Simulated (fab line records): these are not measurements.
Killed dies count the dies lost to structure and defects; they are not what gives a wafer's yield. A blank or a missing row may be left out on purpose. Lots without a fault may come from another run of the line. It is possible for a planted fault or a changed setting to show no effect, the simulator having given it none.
Which tool is to blame? | flow gf180mcu | 18 wafers from 6 lots sampled at 5 of the route's 602 steps

## WHAT EACH GAUGE READ, for each wafer
GF_M5_CD_MEAS_07: the cd target is 280 nm.
lot  | measured     | on        | cd-nm (nm)
L499 | day 26 21:52 | cd-sem-02 | 280.4 280.0 281.1
L502 | day 27 21:31 | cd-sem-01 | 282.4 281.5 281.6
L504 | day 28 17:26 | cd-sem-01 | 279.0 278.5 278.9
L507 | day 29 15:07 | cd-sem-01 | 279.1 278.0 278.8
L511 | day 30 12:43 | cd-sem-02 | 279.9 281.4 281.2
L519 | day 32 18:34 | cd-sem-01 | 278.6 280.6 281.0

## WHICH TOOL RAN EACH LOT (tool, then ch and the chambers of the sampled wafers, then the start)
lot  | GF_V4_ETCH_17                                 | GF_MIM_SPUTTER_07            | GF_MIM_SPUTTER_09            | GF_M5_EXPOSE_04
L499 | rie-diel-01 ch 0,3, day 25 03:54 or earlier   | pvd-sputter-02, day 25 03:54 | pvd-sputter-02, day 25 03:58 | krf-scanner-02 ch 0, day 26 10:58
L502 | rie-diel-04 ch 0,1,2, day 26 03:11 or earlier | pvd-sputter-01, day 26 03:11 | pvd-sputter-01, day 26 03:15 | krf-scanner-01 ch 0, day 27 11:04
L504 | rie-diel-04 ch 1,2, day 27 02:03 or earlier   | pvd-sputter-01, day 27 02:03 | pvd-sputter-01, day 27 02:07 | krf-scanner-02 ch 0, day 28 07:28
L507 | rie-diel-03 ch 1,2,3, day 27 23:41 or earlier | pvd-sputter-02, day 27 23:41 | pvd-sputter-02, day 27 23:45 | krf-scanner-01 ch 0, day 29 05:04
L511 | rie-diel-01 ch 0,1,3, day 28 23:32 or earlier | pvd-sputter-01, day 28 23:32 | pvd-sputter-01, day 28 23:37 | krf-scanner-02 ch 0, day 30 03:46
L519 | rie-diel-01 ch 2,3, day 31 08:20 or earlier   | pvd-sputter-01, day 31 08:20 | pvd-sputter-01, day 31 08:24 | krf-scanner-02 ch 0, day 32 09:59
- GF_V4_ETCH_17: etches SiO2 in C4F8/O2/Ar, stops on TiN, target depth 630 nm.
- GF_MIM_SPUTTER_07: material TiN, target thk 60 nm, time 50 s.
- GF_MIM_SPUTTER_09: material TiN, target thk 35 nm, time 29.2 s.
- GF_M5_EXPOSE_04: exposes mask Metal5, target cd 280 nm.

## THE ANSWER, worked out from the rows above alone
Rule: the lots themselves supply what counts as usual. The widest of any qualifying gaps counts: lots, ordered by their means at a reading, are off when they make up no more than a third of the lots, leave a main group of 4 or more, and stand apart from it by 3 or more times the standard deviation of that group's means. If all means in a main group match to the digits the tables above print for the reading, that group is not used. Also off: a lot with no number at a reading for which 4 or more lots have one. All remaining lots with rows at the step are treated as sound.
None of the lots is off at any reading shown; this tells nothing.

## WHAT THE SIMULATOR PUT IN
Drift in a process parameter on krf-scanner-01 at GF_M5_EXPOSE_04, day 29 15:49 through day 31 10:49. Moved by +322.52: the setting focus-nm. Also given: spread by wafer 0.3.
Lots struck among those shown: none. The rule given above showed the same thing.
